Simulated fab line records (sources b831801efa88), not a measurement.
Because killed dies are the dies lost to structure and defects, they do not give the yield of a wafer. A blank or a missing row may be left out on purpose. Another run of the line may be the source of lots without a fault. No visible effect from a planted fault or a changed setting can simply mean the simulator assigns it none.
A struck lot beside a sound one :: flow sky130 :: 34 out of 708 route steps
Sound: wafers L923.1, L923.3, L923.5. Struck: wafer L910.4 (left out: L910.1, L910.6 of the same lot, which were not struck); the cause appears at the end.
At each step with rows: each side's tool, then ch and its chambers, then its first start. Under that, the readings that differ: sound wafers :: struck wafers :: difference of the means :: sigmas: that difference in standard deviations of wafers without a fault.
alike: same words and numbers on both sides, and readings whose means sit less than 2 such deviations apart. not compared: any withheld reading, any reading some wafer has no value for, any bound like >300 that may hide the same value, and any number with overlapping values for which the record gives no deviation.
A row with sigmas, a row that says differs or no value, or rows on one side alone: a step with any of these is where the two part. Non-overlapping numbers with no deviation appear without sigmas and do not part them. A reading missing from all wafers of one side parts the sides only when that side holds two or more wafers.

first, 4 steps without rows for these wafers: SKY_METAL5_SOFTBAKE_10 (time 60 s); SKY_METAL5_EXPOSE_11 (exposes mask MM5, target cd 1600 nm); SKY_METAL5_PEB_12; SKY_METAL5_DEVELOP_13 (develop time 60 s).
SKY_METAL5_DESCUM_14: chemistry O2, time 11 s.
  sound on rie metal-04 ch 0,1, day 48 14:38; struck on rie metal-04 ch 1, day 45 07:20
  alike: drypump motor current A, oes product au
  not compared: rf hours counter h
SKY_METAL5_METAL_ETCH_15: etches the open film in Cl2/BCl3, stops on SiO2, target depth 1260 nm, time 252 s.
  sound on rie metal-04 ch 0,1, day 48 14:41; struck on rie metal-04 ch 1, day 45 07:22
  alike: drypump motor current A, oes product au, throttle valve pct
  not compared: rf hours counter h
SKY_METAL5_STRIP_16: strips in O2/N2.
  sound on plasma asher-02 ch 0,1, day 48 14:55; struck on plasma asher-02 ch 1, day 45 07:36
  alike: drypump motor current A, oes product au, strip time to endpoint s
  not compared: rf hours counter h
then, 4 steps without rows for these wafers: SKY_METAL5_STRIP_17 (strips in post etch residue remover, time 1200 s); SKY_METAL5_CLEAN_18 (cleans in IPA, time 180 s); SKY_METAL5_CLEAN_19 (cleans in O3/DIW); SKY_PASSIVATION_CVD_00 (deposits SiO2, target thk 90 nm).
SKY_PASSIVATION_THK_MEAS_01:
  sound on film metro-04, day 48 15:31; struck on film metro-02, day 45 08:14
  alike: PASSIVATION_CVD_00_THK
SKY_PASSIVATION_CVD_02: deposits Si3N4, target thk 540 nm.
  sound on pecvd-04 ch 0,1,2, day 48 15:35; struck on pecvd-04 ch 1, day 45 08:17
reading: model.Si3N4_of_PASSIVATION_CVD_02.thk nm (nm)
sound: 544.5 536.2 544.1
struck: 845.6
difference: +304.0
sigmas: 
  alike: heater power w
SKY_PASSIVATION_THK_MEAS_03:
  sound on film metro-02, day 48 15:49; struck on film metro-02, day 45 08:44
reading: PASSIVATION_CVD_02_THK (nm)
sound: 545 536 544
struck: 845
difference: +303
sigmas: +47
  not compared: hold
then, 6 steps without rows for these wafers: SKY_PASSIVATION_HMDS_05 (prime time 60 s); SKY_PASSIVATION_COAT_06 (resist thk 3000 nm); SKY_PASSIVATION_SOFTBAKE_07; SKY_PASSIVATION_EXPOSE_08 (exposes mask NSM, target cd 3000 nm); SKY_PASSIVATION_PEB_09; SKY_PASSIVATION_DEVELOP_10 (develop time 60 s).
SKY_PASSIVATION_ETCH_11: etches the open film in CF4/O2, stops on AlCu, target depth 725 nm, time 161.1 s.
  sound on rie diel-01 ch 0,1,2, day 49 09:13; struck on rie diel-03 ch 0, day 46 05:36
reading: model.etch.depth nm (nm)
sound: 709.9 701.2 710.4
struck: 718
difference: +11
sigmas: 

reading: model.PASSIVATION.feature depth nm (nm)
sound: 709.9 701.2 710.4
struck: 718
difference: +11
sigmas: 
  alike: drypump motor current A, oes product au, throttle valve pct
  not compared: rf hours counter h
SKY_PASSIVATION_STRIP_12: strips in O2/N2.
  sound on plasma asher-01 ch 0,1, day 49 09:20; struck on plasma asher-04 ch 1, day 46 05:43
reading: strip time to endpoint s (s)
sound: 31.43 31.27 31.25
struck: 31.64
difference: +0.32
sigmas: +2
  alike: drypump motor current A, oes product au
  not compared: rf hours counter h
then, 7 steps without rows for these wafers: SKY_PAD_OPEN_DEHYDRATE_00 (time 60 s); SKY_PAD_OPEN_HMDS_01 (prime time 60 s); SKY_PAD_OPEN_COAT_02 (resist thk 3000 nm); SKY_PAD_OPEN_SOFTBAKE_03; SKY_PAD_OPEN_EXPOSE_04 (exposes mask PDM, target cd 60000 nm); SKY_PAD_OPEN_PEB_05; SKY_PAD_OPEN_DEVELOP_06 (develop time 60 s).
SKY_PAD_OPEN_ETCH_07: etches the open film in CF4/O2, stops on AlCu, target depth 725 nm, time 161.1 s.
  sound on rie diel-03 ch 1,2, day 50 02:20; struck on rie diel-03 ch 1, day 47 02:05
reading: model.etch.depth nm (nm)
sound: 709.9 701.2 710.4
struck: 727.5
difference: +20.3
sigmas: 

reading: model.PAD_OPEN.feature depth nm (nm)
sound: 709.9 701.2 710.4
struck: 727.5
difference: +20.3
sigmas: 
  alike: drypump motor current A, oes product au, throttle valve pct
  not compared: rf hours counter h
SKY_PAD_OPEN_STRIP_08: strips in O2/N2.
  sound on plasma asher-04 ch 0,1, day 50 02:27; struck on plasma asher-04 ch 1, day 47 02:12
  alike: drypump motor current A, oes product au, strip time to endpoint s
  not compared: rf hours counter h
SKY_PAD_OPEN_STRIP_09: strips in post etch residue remover, time 1200 s.
  sound on wet bench-04 ch 3, day 50 02:44; struck on wet bench-01 ch 3, day 47 02:31
reading: model.Si3N4_of_PASSIVATION_CVD_02.thk nm (nm)
sound: 544.1 535.9 543.7
struck: 845.2
difference: +304.0
sigmas: 
then, 1 step without rows for these wafers: SKY_PAD_OPEN_CLEAN_10 (cleans in IPA, time 180 s).
SKY_PAD_OPEN_PROBE_99:
  sound on prober-01, day 50 05:00; struck on prober-02, day 47 08:20
reading: hold
sound: - - -
struck: await dispo/2.8h/release
difference: no value on the sound wafers
sigmas: 

reading: model.etest.tester.sort n pass
sound: 399 399 415
struck: 0
difference: -404
sigmas: 

reading: model.etest.tester.sort_bin_5_pct (%)
sound: 8.74 9.959 9.553
struck: 91.87
difference: +82.45
sigmas: 

reading: model.etest.tester.sort yield pct (%)
sound: 81.1 81.1 84.35
struck: 0
difference: -82
sigmas: 

reading: model.etest.licon to gate.open
sound: 0 0 0
struck: 1
difference: +1
sigmas: 

reading: model.etest.res_p_drift_20v.open
sound: 0 0 0
struck: 1
difference: +1
sigmas: 

reading: model.etest.res poly.open
sound: 0 0 0
struck: 1
difference: +1
sigmas: 

reading: model.etest.met2 comb.under floor
sound: 0 0 0
struck: 1
difference: +1
sigmas: 

reading: model.etest.met3 comb.under floor
sound: 0 0 0
struck: 1
difference: +1
sigmas: 
  alike: defect limited yield, killed_at_M0_to_M3, killed_at_M4_up, killed at contacts, killed at front end, killed at other, killed dies, killed open, killed short

## WHERE THEY PART
Last at SKY_PAD_OPEN_PROBE_99 as far as this record goes, first at SKY_PASSIVATION_THK_MEAS_03.

WHY: the cause the simulator had injected
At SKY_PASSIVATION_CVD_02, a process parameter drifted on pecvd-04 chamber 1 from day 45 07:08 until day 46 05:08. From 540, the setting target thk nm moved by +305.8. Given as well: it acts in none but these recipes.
